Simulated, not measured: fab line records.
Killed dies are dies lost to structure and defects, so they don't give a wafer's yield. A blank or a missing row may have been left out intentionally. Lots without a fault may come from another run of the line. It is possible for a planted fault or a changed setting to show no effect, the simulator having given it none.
Matching of chambers -- flow sky130 -- SKY_LI_CONTACT_CMP_02 on cmp-01 has 4 sister chambers
The step polishes PSG. 4 wafers are shown with their chamber, then 7 later ones without.

== WAFERS WITH THEIR CHAMBER ==
wafer,chamber,motor-current-A (A)
L672.5,3,11.1
L676.1,0,12.7
L676.4,1,12.0
L676.5,2,10.2

== WAFERS MISSING THEIR CHAMBER ==
wafer,motor-current-A (A)
L686.6,11.6
L688.1,11.5
L688.3,10.4
L688.4,11.9
L689.2,12.3
L689.3,11.3
L689.4,10.0

== THE CHAMBER EACH PASSED THROUGH ==
wafer,from the rows above,in truth
L686.6,can't be placed: 1 or 3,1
L688.1,can't be placed: 3 or 1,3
L688.3,can't be placed: 2 or 3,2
L688.4,1,1
L689.2,can't be placed: 1 or 0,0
L689.3,can't be placed: 3 or 1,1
L689.4,2,2
Correctly placed: 2 of 7. Unplaceable from these rows: 5, with the true chamber sitting among the candidates in 5. Number placed wrongly: 0.
How it was worked out, from the rows above alone: a wafer's distance from a chamber is the root of the sum, over the readings, of the square of ((its reading less the chamber's mean) divided by the reading's scatter). If the next closest chamber is less than 2 further off than the closest, the wafer can't be placed; otherwise it belongs to the closest. For every chamber, the mean is computed from those of its wafers that are shown. The scatter: with one shown wafer a chamber, the root of the mean of the squares of how far each hidden wafer lies from its nearest shown one.
